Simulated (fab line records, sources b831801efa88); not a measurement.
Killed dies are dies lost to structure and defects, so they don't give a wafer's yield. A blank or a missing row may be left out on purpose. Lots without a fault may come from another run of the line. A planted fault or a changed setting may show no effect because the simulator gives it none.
Chamber matching | flow gf180mcu | GF_V4_CMP_04 on cmp-02: 4 sister chambers
The step polishes SiO2. 4 wafers are shown with their chamber, then 11 later ones without.

WAFERS WITH THEIR CHAMBER
wafer  | chamber | motor_current_A (A)
L087.4 | 3       | 11.4
L088.1 | 2       | 13.3
L088.6 | 0       | 12.2
L089.3 | 1       | 12.1

WAFERS WITHOUT THEIR CHAMBER
wafer  | motor_current_A (A)
L089.4 | 12.2
L089.5 | 11.0
L093.1 | 12.0
L093.2 | 11.4
L093.5 | 12.1
L095.2 | 12.3
L095.4 | 12.2
L095.5 | 12.9
L096.2 | 13.2
L096.3 | 12.5
L096.6 | 12.7

WHICH CHAMBER EACH WENT THROUGH
wafer  | from the rows above          | in truth
L089.4 | can't be placed: 0 or 1      | 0
L089.5 | 3                            | 3
L093.1 | can't be placed: 1 or 0 or 3 | 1
L093.2 | 3                            | 3
L093.5 | can't be placed: 1 or 0      | 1
L095.2 | can't be placed: 0 or 1      | 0
L095.4 | can't be placed: 0 or 1      | 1
L095.5 | can't be placed: 2 or 0 or 1 | 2
L096.2 | 2                            | 2
L096.3 | can't be placed: 0 or 1 or 2 | 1
L096.6 | can't be placed: 0 or 1 or 2 | 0
Placed correctly: 3 of 11. Can't be placed from these rows: 8 (the true chamber is among the candidates in 8). Placed wrongly: 0.
How it was worked out, from the rows above alone: a wafer's distance from a chamber is the root of the sum, over the readings, of the square of ((its reading less the chamber's mean) divided by the reading's scatter). The wafer belongs to the nearest chamber; if the next one is less than 2 further off, it can't be placed. A chamber's mean is the mean of its shown wafers. The scatter: with one shown wafer a chamber, the root of the mean of the squares of how far each hidden wafer lies from its nearest shown one.
